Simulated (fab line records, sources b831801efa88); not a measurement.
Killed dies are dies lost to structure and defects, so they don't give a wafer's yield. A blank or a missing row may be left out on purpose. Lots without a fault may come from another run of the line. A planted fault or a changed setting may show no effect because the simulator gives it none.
Chamber matching | flow gf180mcu | GF_V5_CVD_02 on pecvd-02: 3 sister chambers
The step deposits SiO2 from TEOS, target thk 1450 nm, time 163.28 s. 3 wafers are shown with their chamber, then 7 later ones without.

WAFERS WITH THEIR CHAMBER
wafer  | chamber | heater_power_w (W)
L457.6 | 1       | 845
L458.4 | 0       | 636
L458.5 | 2       | 715

WAFERS WITHOUT THEIR CHAMBER
wafer  | heater_power_w (W)
L458.6 | 834
L460.1 | 515
L460.3 | 784
L460.5 | 833
L462.3 | 875
L462.5 | 607
L462.6 | 698

WHICH CHAMBER EACH WENT THROUGH
wafer  | from the rows above          | in truth
L458.6 | can't be placed: 1 or 2      | 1
L460.1 | can't be placed: 0 or 2      | 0
L460.3 | can't be placed: 1 or 2 or 0 | 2
L460.5 | can't be placed: 1 or 2      | 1
L462.3 | 1                            | 1
L462.5 | can't be placed: 0 or 2      | 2
L462.6 | can't be placed: 2 or 0      | 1
Placed correctly: 1 of 7. Can't be placed from these rows: 6 (the true chamber is among the candidates in 5). Placed wrongly: 0.
How it was worked out, from the rows above alone: a wafer's distance from a chamber is the root of the sum, over the readings, of the square of ((its reading less the chamber's mean) divided by the reading's scatter). The wafer belongs to the nearest chamber; if the next one is less than 2 further off, it can't be placed. A chamber's mean is the mean of its shown wafers. The scatter: with one shown wafer a chamber, the root of the mean of the squares of how far each hidden wafer lies from its nearest shown one.
